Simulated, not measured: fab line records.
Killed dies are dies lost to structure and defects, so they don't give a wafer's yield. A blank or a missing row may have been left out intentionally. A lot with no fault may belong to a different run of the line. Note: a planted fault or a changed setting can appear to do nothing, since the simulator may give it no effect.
Matching of chambers + flow sky130 + 4 sister chambers for SKY_FIELD_ISO_CMP_27 on cmp-02
The step polishes, stops on Si3N4, t overpolish 16 s, target thk 457.8 nm. 33 wafers are shown with their chamber, then 12 later ones without.

WAFERS PAIRED WITH THEIR CHAMBERS
| wafer  | chamber | motorCurrentA (A) | timeToEndpointS (s) | headPressurePsi (psi) |
|--------|---------|-------------------|---------------------|-----------------------|
| L075.2 | 2       | 13.9              | 105                 | 4.002                 |
| L075.3 | 0       | 10.7              | 115                 | 3.997                 |
| L075.6 | 2       | 14.5              | 106                 | 3.991                 |
| L078.1 | 0       | 11.9              | 122                 | 3.991                 |
| L078.4 | 1       | 11.2              | 108                 | 4.004                 |
| L078.6 | 0       | 11.9              | 122                 | 4.014                 |
| L079.1 | 1       | 11.8              | 104                 | 3.989                 |
| L079.4 | 2       | 14.6              | 109                 | 4.002                 |
| L079.6 | 1       | 11.8              | 105                 | 3.988                 |
| L080.2 | 1       | 11.6              | 105                 | 4.009                 |
| L080.4 | 2       | 14.1              | 110                 | 4.009                 |
| L080.6 | 0       | 11.4              | 121                 | 3.988                 |
| L082.2 | 3       | 13.3              | 112                 | 3.998                 |
| L082.5 | 1       | 12.0              | 109                 | 3.985                 |
| L082.6 | 2       | 14.6              | 109                 | 4.002                 |
| L084.4 | 1       | 12.1              | 105                 | 3.988                 |
| L084.5 | 1       | 11.2              | 104                 | 4.002                 |
| L084.6 | 2       | 13.7              | 106                 | 4.001                 |
| L086.2 | 3       | 14.2              | 113                 | 4.002                 |
| L086.5 | 0       | 11.3              | 115                 | 3.987                 |
| L086.6 | 1       | 11.6              | 102                 | 3.997                 |
| L087.2 | 3       | 14.3              | 108                 | 3.989                 |
| L087.3 | 1       | 11.7              | 107                 | 3.990                 |
| L087.4 | 0       | 11.2              | 120                 | 4.014                 |
| L089.3 | 2       | 13.8              | 109                 | 4.004                 |
| L089.4 | 0       | 11.4              | 120                 | 4.002                 |
| L089.5 | 0       | 10.7              | 124                 | 3.997                 |
| L090.2 | 0       | 11.5              | 120                 | 4.009                 |
| L090.3 | 3       | 13.8              | 112                 | 3.994                 |
| L090.5 | 2       | 13.5              | 110                 | 3.996                 |
| L091.1 | 0       | 11.5              | 114                 | 3.998                 |
| L091.3 | 1       | 12.0              | 103                 | 3.994                 |
| L091.6 | 0       | 11.7              | 113                 | 4.007                 |

SIGNATURES, as means of the wafers listed above
| reading         | chamber 0 | chamber 1 | chamber 2 | chamber 3 | scatter within a chamber |
|-----------------|-----------|-----------|-----------|-----------|--------------------------|
| motorCurrentA   | 11.382    | 11.700    | 14.088    | 13.900    | 0.392                    |
| timeToEndpointS | 118.73    | 105.20    | 108.00    | 111.25    | 2.81                     |
| headPressurePsi | 4.00036   | 3.99460   | 4.00087   | 3.99575   | 0.00793                  |
Rule: a wafer's distance from a chamber is the root of the sum, over the readings, of the square of ((its reading less the chamber's mean) divided by the reading's scatter). The wafer belongs to the nearest chamber; if the next one is less than 2 further off, it can't be placed. How the scatter is found: for the shown wafers, subtract from each reading the mean of its chamber, square and add these, divide the total by (wafers less chambers), then take the root.

WAFERS WHOSE CHAMBER IS MISSING
| wafer  | motorCurrentA (A) | timeToEndpointS (s) | headPressurePsi (psi) |
|--------|-------------------|---------------------|-----------------------|
| L093.1 | 11.2              | 117                 | 4.000                 |
| L093.3 | 14.6              | 111                 | 3.993                 |
| L093.5 | 11.5              | 116                 | 3.981                 |
| L095.1 | 13.6              | 112                 | 3.998                 |
| L095.3 | 11.0              | 118                 | 3.991                 |
| L095.6 | 11.7              | 104                 | 3.988                 |
| L096.1 | 14.2              | 114                 | 4.012                 |
| L096.3 | 11.4              | 124                 | 4.007                 |
| L096.4 | 13.5              | 119                 | 3.997                 |
| L097.1 | 14.6              | 110                 | 3.998                 |
| L097.3 | 11.9              | 118                 | 4.002                 |
| L097.4 | 13.3              | 114                 | 4.019                 |

CHAMBER TAKEN BY EACH
| wafer  | from the rows above     | in truth |
|--------|-------------------------|----------|
| L093.1 | 0                       | 0        |
| L093.3 | can't be placed: 3 or 2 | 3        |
| L093.5 | can't be placed: 0 or 1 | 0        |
| L095.1 | can't be placed: 3 or 2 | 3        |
| L095.3 | 0                       | 0        |
| L095.6 | 1                       | 1        |
| L096.1 | can't be placed: 3 or 2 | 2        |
| L096.3 | 0                       | 0        |
| L096.4 | can't be placed: 3 or 2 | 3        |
| L097.1 | can't be placed: 2 or 3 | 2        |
| L097.3 | 0                       | 0        |
| L097.4 | can't be placed: 3 or 2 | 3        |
Placed correctly: 5 of 12. Cannot be placed on the basis of these rows: 7; the candidates contain the true chamber in 7. Placed wrongly: 0.
